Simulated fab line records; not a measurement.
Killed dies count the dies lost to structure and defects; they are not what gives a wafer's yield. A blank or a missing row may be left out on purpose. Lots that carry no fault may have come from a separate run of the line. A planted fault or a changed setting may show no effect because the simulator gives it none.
Which tool was responsible?    flow sky130    12 lots with 36 wafers sampled at 5 steps, on a route of 708 steps

WHAT EACH GAUGE READ, for each wafer
SKY_VIA1_THK_MEAS_01.
lot   measured      on            VIA1_HDPCVD_THK (nm)
L429  day 32 17:39  filmMetro-01  1020 1006 1036
L431  day 33 08:47  filmMetro-01  1020 1024 1029
L434  day 34 06:13  filmMetro-02  1007 1031 1018
L435  day 34 12:28  filmMetro-01  1055 1025 1016
L436  day 35 01:32  filmMetro-01  1032 1031 1035
L437  day 35 19:40  filmMetro-02  1036 1030 1010
L440  day 36 17:50  filmMetro-02  1026 823 1039
L441  day 36 23:42  filmMetro-02  818 1020 1031
L442  day 37 01:56  filmMetro-02  816 1012 1015
L445  day 37 22:32  filmMetro-04  1035 1017 1001
L451  day 39 19:01  filmMetro-02  1045 1027 1054
L452  day 39 22:32  filmMetro-01  1033 1041 1045

SKY_VIA1_CD_MEAS_12: target cd 150 nm.
lot   measured      on        cdNm (nm)
L429  day 33 21:12  cdSem-01  147.6 147.3 147.3
L431  day 34 13:13  cdSem-01  151.2 149.7 150.4
L434  day 35 10:37  cdSem-02  151.3 151.9 150.6
L435  day 35 16:11  cdSem-02  153.2 151.7 152.0
L436  day 36 05:22  cdSem-01  148.7 149.0 149.1
L437  day 36 21:53  cdSem-01  149.2 146.9 148.0
L440  day 37 20:13  cdSem-01  147.5 147.7 149.2
L441  day 38 02:13  cdSem-02  149.9 150.7 149.0
L442  day 38 04:35  cdSem-01  146.9 149.2 148.1
L445  day 39 00:56  cdSem-02  150.3 151.2 149.6
L451  day 40 19:54  cdSem-01  150.5 153.1 152.5
L452  day 40 23:16  cdSem-01  151.0 147.4 149.9

TOOL THAT RAN EACH LOT (tool first, then ch and the chambers of the sampled wafers, then the start)
lot   SKY_CONTACT_CVD_24            SKY_METAL1_SPUTTER_04        SKY_VIA1_HDPCVD_00
L429  cvdW-01 ch 0,1, day 31 12:27  pvdSputter-02, day 31 13:05  hdpcvd-02 ch 0,1,2, day 32 17:34
L431  cvdW-02 ch 0,1, day 32 03:43  pvdSputter-04, day 32 04:23  hdpcvd-01 ch 0,1, day 33 08:40
L434  cvdW-02 ch 0,1, day 33 00:47  pvdSputter-02, day 33 01:28  hdpcvd-01 ch 0,1,2, day 34 06:05
L435  cvdW-01 ch 0,1, day 33 07:05  pvdSputter-02, day 33 07:46  hdpcvd-02 ch 0,1,2, day 34 12:21
L436  cvdW-02 ch 0,1, day 33 20:28  pvdSputter-01, day 33 21:08  hdpcvd-02 ch 1,2, day 35 01:24
L437  cvdW-01 ch 1, day 34 13:55    pvdSputter-01, day 34 14:43  hdpcvd-01 ch 1,2, day 35 19:33
L440  cvdW-02 ch 0, day 35 13:04    pvdSputter-01, day 35 13:45  hdpcvd-01 ch 0,1,2, day 36 17:43
L441  cvdW-01 ch 0, day 35 19:20    pvdSputter-02, day 35 20:01  hdpcvd-01 ch 0,2, day 36 23:35
L442  cvdW-02 ch 1, day 35 21:48    pvdSputter-01, day 35 22:33  hdpcvd-01 ch 0,1, day 37 01:49
L445  cvdW-02 ch 0,1, day 36 18:37  pvdSputter-02, day 36 19:18  hdpcvd-02 ch 0,1,2, day 37 22:25
L451  cvdW-02 ch 0,1, day 38 16:38  pvdSputter-01, day 38 17:17  hdpcvd-01 ch 0,1,2, day 39 18:56
L452  cvdW-02 ch 0,1, day 38 20:13  pvdSputter-02, day 38 20:54  hdpcvd-01 ch 1,2, day 39 22:25
- SKY_CONTACT_CVD_24: deposits W, target thk 340 nm, time 102.12 s.
- SKY_METAL1_SPUTTER_04: material TiN, target thk 70 nm, time 58.3 s.
- SKY_VIA1_HDPCVD_00: deposits SiO2, target thk 1030 nm, time 171.7 s.

WHAT THE TOOLS THEMSELVES READ (means of the sampled wafers that have a number; where no wafer has one, the mark that the record gives instead)
SKY_CONTACT_CVD_24.
lot   tool     heaterPowerW (W)
L429  cvdW-01  810
L431  cvdW-02  872
L434  cvdW-02  857
L435  cvdW-01  833
L436  cvdW-02  854
L437  cvdW-01  800
L440  cvdW-02  858
L441  cvdW-01  874
L442  cvdW-02  837
L445  cvdW-02  854
L451  cvdW-02  848
L452  cvdW-02  849

SKY_METAL1_SPUTTER_04.
lot   tool           throttleValvePct (%)
L429  pvdSputter-02  29.0
L431  pvdSputter-04  30.2
L434  pvdSputter-02  29.7
L435  pvdSputter-02  28.4
L436  pvdSputter-01  30.2
L437  pvdSputter-01  29.2
L440  pvdSputter-01  29.3
L441  pvdSputter-02  28.9
L442  pvdSputter-01  29.4
L445  pvdSputter-02  29.7
L451  pvdSputter-01  29.4
L452  pvdSputter-02  30.1

SKY_VIA1_HDPCVD_00.
lot   tool       pressureMtorr (mTorr)  sih4FlowSccm (sccm)
L429  hdpcvd-02  6.005                  59.88
L431  hdpcvd-01  5.995                  59.93
L434  hdpcvd-01  6.003                  60.18
L435  hdpcvd-02  5.999                  60.01
L436  hdpcvd-02  6.009                  59.74
L437  hdpcvd-01  5.988                  59.94
L440  hdpcvd-01  6.012                  56.10
L441  hdpcvd-01  5.995                  55.99
L442  hdpcvd-01  6.007                  55.93
L445  hdpcvd-02  6.001                  59.89
L451  hdpcvd-01  6.009                  60.10
L452  hdpcvd-01  5.996                  59.98

THE ANSWER, worked out from the rows above alone
Rule: the lots themselves supply what counts as usual. The widest of any qualifying gaps counts: lots, ordered by their means at a reading, are off when they make up no more than a third of the lots, leave a main group of 4 or more, and stand apart from it by 3 or more times the standard deviation of that group's means. The tables above print the reading to a certain number of digits; a main group whose means all agree to those digits is not used. A lot without any number at a reading at which 4 lots or more have one is off too. The other lots that the step has rows for count as sound. After the gauges, taken in route order, come the tools' own readings; for these a lot's mean is taken, as printed above. At the first step where some lot is off, the reading lying furthest off is the one used; lots without a number count as furthest.
Off: L440, L441, L442, at SKY_VIA1_THK_MEAS_01 (VIA1_HDPCVD_THK). For the main group the mean is 1028 nm and the standard deviation 8.4.
If a tool, at a process step before that reading, ran all the lots that are off and no sound lot after the first of them, it fits. The gauges at SKY_VIA1_THK_MEAS_01 aren't tried: what is off there is off at SKY_VIA1_HDPCVD_00 too, on other tools, and a gauge's error can't cause that. Not one of the candidates tried fits.

WHAT WAS PUT IN BY THE SIMULATOR
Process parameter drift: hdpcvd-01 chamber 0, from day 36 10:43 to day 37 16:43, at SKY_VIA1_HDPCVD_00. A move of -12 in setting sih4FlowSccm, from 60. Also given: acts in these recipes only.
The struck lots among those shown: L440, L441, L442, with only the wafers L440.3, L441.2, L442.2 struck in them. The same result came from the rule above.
